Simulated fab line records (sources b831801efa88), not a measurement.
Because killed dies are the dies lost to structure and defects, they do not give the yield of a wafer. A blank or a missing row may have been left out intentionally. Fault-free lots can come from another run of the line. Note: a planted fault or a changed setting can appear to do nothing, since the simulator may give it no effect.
Chamber matching    flow sky130    cmp-02 running SKY_VIA1_CMP_24: 4 sister chambers
The step polishes, stops on SiO2, t overpolish 15 s, target thk 0 nm. 8 wafers are shown with their chamber, then 12 later ones without.

== EACH WAFER AND ITS CHAMBER ==
wafer   chamber  motorCurrentA (A)  timeToEndpointS (s)
L080.6  3        8.9                64
L081.1  2        13.8               71
L082.4  3        8.9                69
L083.4  2        13.3               71
L083.6  1        10.6               71
L089.1  0        9.9                59
L089.4  1        10.1               62
L089.5  0        10.4               61

== WAFERS MISSING THEIR CHAMBER ==
wafer   motorCurrentA (A)  timeToEndpointS (s)
L093.1  13.8               63
L093.2  9.9                58
L093.6  13.5               63
L095.1  10.0               63
L095.2  13.6               63
L095.5  10.0               64
L090.1  10.2               60
L090.5  9.9                61
L090.6  10.4               63
L097.1  9.1                62
L097.2  13.9               59
L097.6  9.9                57

== WHICH CHAMBER EACH ONE RAN IN ==
wafer   from the rows above      in truth
L093.1  2                        2
L093.2  can't be placed: 0 or 1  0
L093.6  2                        2
L095.1  can't be placed: 0 or 1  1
L095.2  2                        2
L095.5  can't be placed: 0 or 1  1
L090.1  can't be placed: 0 or 1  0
L090.5  can't be placed: 0 or 1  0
L090.6  can't be placed: 1 or 0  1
L097.1  3                        3
L097.2  2                        2
L097.6  can't be placed: 0 or 1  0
Placed correctly: 5 of 12. From these rows, 7 cannot be placed; in 7 the true chamber is one of the candidates. Number placed wrongly: 0.
How it was worked out, from the rows above alone: a wafer's distance from a chamber is the root of the sum, over the readings, of the square of ((its reading less the chamber's mean) divided by the reading's scatter). The wafer belongs to the nearest chamber; if the next one is less than 2 further off, it can't be placed. The mean given for a chamber averages the wafers shown for that chamber. How the scatter is found: for the shown wafers, subtract from each reading the mean of its chamber, square and add these, divide the total by (wafers less chambers), then take the root.
